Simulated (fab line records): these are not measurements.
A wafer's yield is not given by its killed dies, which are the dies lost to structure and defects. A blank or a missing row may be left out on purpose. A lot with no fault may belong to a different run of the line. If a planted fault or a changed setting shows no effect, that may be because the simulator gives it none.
The tool behind it: which one? | flow sky130 | Sampling: 10 lots, 29 wafers, 4 of 708 route steps

## WHAT THE GAUGES READ, wafer by wafer
SKY_FIELD_ISO_THK_MEAS_25.
lot  | measured    | on            | FIELD_ISO_CVD_24_THK (nm)
L899 | day 2 10:20 | film metro-02 | 592 585 578
L901 | day 2 18:59 | film metro-02 | 594 597 593
L900 | day 2 19:00 | film metro-01 | 599 596 584
L902 | day 3 00:14 | film metro-01 | 588 583 590
L907 | day 4 03:03 | film metro-02 | 589 594
L914 | day 5 13:38 | film metro-01 | 591 586 587
L915 | day 5 19:53 | film metro-01 | 588 586 581
L916 | day 5 22:34 | film metro-02 | 586 585 584
L920 | day 6 20:52 | film metro-01 | 594 601 596
L922 | day 7 06:48 | film metro-04 | 592 601 593

SKY_PWDE_OVL_MEAS_07.
lot  | measured    | on         | PWDE_OVL (nm)
L899 | day 4 02:31 | overlay-01 | 2.4 2.1 2.3
L901 | day 4 13:05 | overlay-02 | 1.0 0.5 2.5
L900 | day 4 12:55 | overlay-02 | 3.0 2.7 3.6
L902 | day 4 13:16 | overlay-01 | 1.6 0.9 2.6
L907 | day 5 18:02 | overlay-01 | 1.3 3.2
L914 | day 7 09:58 | overlay-02 | 1.7 2.1 3.1
L915 | day 7 16:10 | overlay-02 | 0.2 -1.7 -0.8
L916 | day 7 19:37 | overlay-01 | 0.8 1.8 1.1
L920 | day 8 19:16 | overlay-01 | 2.9 4.4 2.5
L922 | day 9 05:26 | overlay-01 | 1.5 1.4 1.3

SKY_VT_ADJUST_NCORE_CD_MEAS_07: target cd 380 nm.
lot  | measured     | on        | cd nm (nm)
L899 | day 8 21:18  | cd sem-01 | 383.4 382.8 385.1
L901 | day 9 12:08  | cd sem-02 | 381.8 382.7 379.2
L900 | day 9 10:58  | cd sem-01 | 372.8 376.1 373.9
L902 | day 9 12:50  | cd sem-02 | 376.8 376.2 375.0
L907 | day 10 23:55 | cd sem-02 | 359.3 358.7
L914 | day 12 23:32 | cd sem-02 | 381.0 381.3 382.0
L915 | day 13 07:59 | cd sem-01 | 380.9 379.5 381.1
L916 | day 13 11:46 | cd sem-02 | 382.4 382.0 383.0
L920 | day 14 17:48 | cd sem-01 | 376.6 378.3 378.3
L922 | day 15 06:02 | cd sem-02 | 374.0 374.2 376.2

## EACH LOT AND THE TOOL THAT RAN IT (in order: tool; ch and the chambers of the sampled wafers; start)
lot  | SKY_VT_ADJUST_NCORE_EXPOSE_04
L899 | iline stepper-01 ch 0, day 8 11:25
L901 | iline stepper-01 ch 0, day 9 01:35
L900 | iline stepper-01 ch 0, day 9 00:21
L902 | iline stepper-02 ch 0, day 9 02:07
L907 | iline stepper-02 ch 0, day 10 13:44
L914 | iline stepper-01 ch 0, day 12 12:12
L915 | iline stepper-01 ch 0, day 12 19:38
L916 | iline stepper-01 ch 0, day 12 22:49
L920 | iline stepper-01 ch 0, day 14 04:52
L922 | iline stepper-01 ch 0, day 14 17:25
- SKY_VT_ADJUST_NCORE_EXPOSE_04: exposes mask LVTN COMPLEMENT THIN, target cd 380 nm.

## AS READ BY THE TOOLS THEMSELVES (means over the sampled wafers that have a number; for cases with no such wafer, the mark the record gives instead)
The record holds no such reading with a usual standard deviation.

## THE ANSWER, worked out from the rows above alone
Rule: the usual values come from the lots themselves. Put in order of their means at a reading, lots are off if they are a third of the lots or fewer, leave a main group of 4 or more, and stand apart from it by a gap of 3 or more times the standard deviation of the main group's means; of several such gaps the widest counts. If all means in a main group match to the digits the tables above print for the reading, that group is not used. Also off: a lot with no number at a reading for which 4 or more lots have one. Any other lot the step has rows for is counted as sound. The gauges are gone through in route order, then the tools' own readings, and for those a lot's mean is taken as printed above. The first step at which some lot is off is used, and at that step the reading that is off furthest; a lot without a number counts as furthest.
Off: L907 (SKY_VT_ADJUST_NCORE_CD_MEAS_07, cd nm). The main group has a mean of 379.1 nm with a standard deviation of 3.3.
If a tool, at a process step before that reading, ran all the lots that are off and no sound lot after the first of them, it fits. The gauges at SKY_VT_ADJUST_NCORE_CD_MEAS_07 are tried like those tools. One fits: SKY_VT_ADJUST_NCORE_EXPOSE_04 on iline stepper-02. Its last sound lot is L902 (day 9 02:07), its first lot that is off L907 (day 10 13:44): a fault that began between those two fits.

## WHAT THE SIMULATOR HAD INSERTED
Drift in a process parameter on iline stepper-02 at SKY_VT_ADJUST_NCORE_EXPOSE_04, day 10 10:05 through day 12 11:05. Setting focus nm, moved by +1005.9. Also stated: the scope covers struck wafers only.
Struck lots among those shown: L907. Same finding as the rule above.
